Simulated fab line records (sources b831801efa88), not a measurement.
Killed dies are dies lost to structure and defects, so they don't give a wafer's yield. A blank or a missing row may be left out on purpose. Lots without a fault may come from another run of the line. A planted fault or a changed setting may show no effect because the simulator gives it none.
A struck lot beside a sound one || flow sky130 || 15 out of 708 route steps
Sound: wafers L833.1, L833.2, L833.5. Wafers L845.1, L845.2, L845.4 were the ones struck. Last of all comes the cause.
Per side, at each step with rows, come the tool, then ch with its chambers, and then its first start. Under that, the readings that differ: sound wafers || struck wafers || difference of the means || sigmas: that difference in standard deviations of wafers without a fault.
alike: readings whose means differ by less than 2 such deviations, and words and numbers that are the same on both sides. not compared: withheld readings, readings that some wafer has no value for, bounds like >300 that may hide the same value, and numbers for which the record gives no deviation and whose values overlap.
A row with sigmas, a row that says differs or no value, or rows on one side alone: a step with any of these is where the two part. Non-overlapping numbers with no deviation appear without sigmas and do not part them. Lack of a reading on every wafer of one side parts them only where that side has two or more wafers.

first, 2 steps without rows for these wafers: SKY_LOCAL_INTERCONNECT_CLEAN_17 (cleans in IPA, time 180 s); SKY_LOCAL_INTERCONNECT_CLEAN_18 (cleans in O3/DIW).
SKY_CONTACT_CVD_00: deposits Si3N4, target thk 75 nm.
  sound on pecvd-04 ch 0,1, day 32 01:02; struck on pecvd-04 ch 0,2, day 35 22:59
  alike: heater_power_w
SKY_CONTACT_THK_MEAS_01:
  sound on film_metro-02 at day 32 01:04; struck on film_metro-04 at day 35 23:01
  alike: CONTACT_CVD_00_THK
then, 1 step without rows for these wafers: SKY_CONTACT_HDPCVD_02 (deposits SiO2, target thk 565 nm, time 94.2 s).
SKY_CONTACT_THK_MEAS_03:
  sound on film_metro-04 at day 32 01:12; struck on film_metro-02 at day 35 23:09
  alike: CONTACT_HDPCVD_THK
SKY_CONTACT_CMP_04: polishes SiO2.
  sound on cmp-02 ch 0,2,3, day 32 01:19; struck on cmp-01 ch 1,2,3, day 35 23:16
  alike: motor_current_A, retaining_ring_pressure_frac, time_to_endpoint_s
SKY_CONTACT_BOW_MEAS_05:
  sound on film_metro-02 at day 32 01:34; struck on film_metro-03 at day 35 23:31
  alike: CONTACT_BOW
then, 4 steps without rows for these wafers: SKY_CONTACT_DEHYDRATE_06 (time 60 s); SKY_CONTACT_HMDS_07 (prime time 60 s); SKY_CONTACT_COAT_08 (resist thk 60 nm); SKY_CONTACT_COAT_09 (resist thk 450 nm).
SKY_CONTACT_SOFTBAKE_10: time 90 s.
  sound on litho_track-01 ch 0, day 32 15:00; struck on litho_track-03 ch 0, day 36 12:00
{"reading": "heater_power_total_W (W)", "sound": "57.29 57.43 57.53", "struck": "59.62 59.44 59.29", "difference": "+2.03", "sigmas": "+17"}
{"reading": "plate_temp_C (C)", "sound": "99.83 99.76 99.86", "struck": "102.86 102.83 102.90", "difference": "+3.05", "sigmas": "+22"}
then, 1 step without rows for these wafers: SKY_CONTACT_EXPOSE_11 (exposes mask CTM1, target cd 170 nm).
-- the record jumps here: 13 days lie between the struck wafers' starts before and after (it left off in module CONTACT and takes up again in module PAD_OPEN, whose first step shown is number 708 of the route) --
SKY_PAD_OPEN_PROBE_99:
  sound on prober-01 at day 46 23:02; struck on prober-01 at day 49 18:41
  alike: killed_at_M0_to_M3, killed_at_M4_up, killed_at_contacts, killed_at_front_end, killed_at_other, killed_dies, killed_open, killed_short

WHERE THEY PART
At SKY_CONTACT_SOFTBAKE_10 and nowhere else, as far as this record goes. Later steps at which nothing parts them and some readings are alike: SKY_PAD_OPEN_PROBE_99.

WHY: the cause the simulator had injected
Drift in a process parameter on litho_track-03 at SKY_CONTACT_SOFTBAKE_10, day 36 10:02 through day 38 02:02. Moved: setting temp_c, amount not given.
